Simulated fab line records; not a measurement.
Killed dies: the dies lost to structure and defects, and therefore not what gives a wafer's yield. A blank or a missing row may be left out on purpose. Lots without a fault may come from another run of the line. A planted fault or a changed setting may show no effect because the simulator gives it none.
Which tool is to blame? -- flow sky130 -- Sampling: 6 lots, 18 wafers, 2 of 708 route steps

## WHAT THE GAUGES SHOWED, per wafer
SKY_METAL5_THK_MEAS_06: measures by xrf.
lot,measured,on,METAL5_ALCU_THK (nm)
L484,day 43 04:58,film metro-03,1144 1146 1144
L487,day 45 06:11,film metro-01,1150 1164 1152
L490,day 45 09:16,film metro-02,1141 1151 1141
L493,day 46 06:49,film metro-01,1135 1141 1142
L501,day 48 08:01,film metro-02,1137 1125 1133
L505,day 49 07:59,film metro-03,1143 1147 1149

## EACH LOT AND THE TOOL THAT RAN IT (in order: tool; ch and the chambers of the sampled wafers; start)
lot,SKY_CAPM_CLEAN_16
L484,"wet bench-04 ch 3, day 37 18:31"
L487,"wet bench-04 ch 1, day 40 02:57"
L490,"wet bench-01 ch 0, day 40 05:44"
L493,"wet bench-01 ch 3, day 41 07:00"
L501,"wet bench-04 ch 2, day 43 15:52"
L505,"wet bench-03 ch 3, day 44 23:46"
- SKY_CAPM_CLEAN_16: cleans in IPA, time 180 s.

## THE ANSWER, worked out from the rows above alone
Rule: the usual values come from the lots themselves. Put in order of their means at a reading, lots are off if they are a third of the lots or fewer, leave a main group of 4 or more, and stand apart from it by a gap of 3 or more times the standard deviation of the main group's means; of several such gaps the widest counts. A main group whose means are all the same, to the digits that the tables above print for the reading, isn't used. A lot without any number at a reading at which 4 lots or more have one is off too. The other lots that the step has rows for count as sound.
No lot is off at any reading shown: from this, nothing can be told.

## WHAT THE SIMULATOR HAD INSERTED
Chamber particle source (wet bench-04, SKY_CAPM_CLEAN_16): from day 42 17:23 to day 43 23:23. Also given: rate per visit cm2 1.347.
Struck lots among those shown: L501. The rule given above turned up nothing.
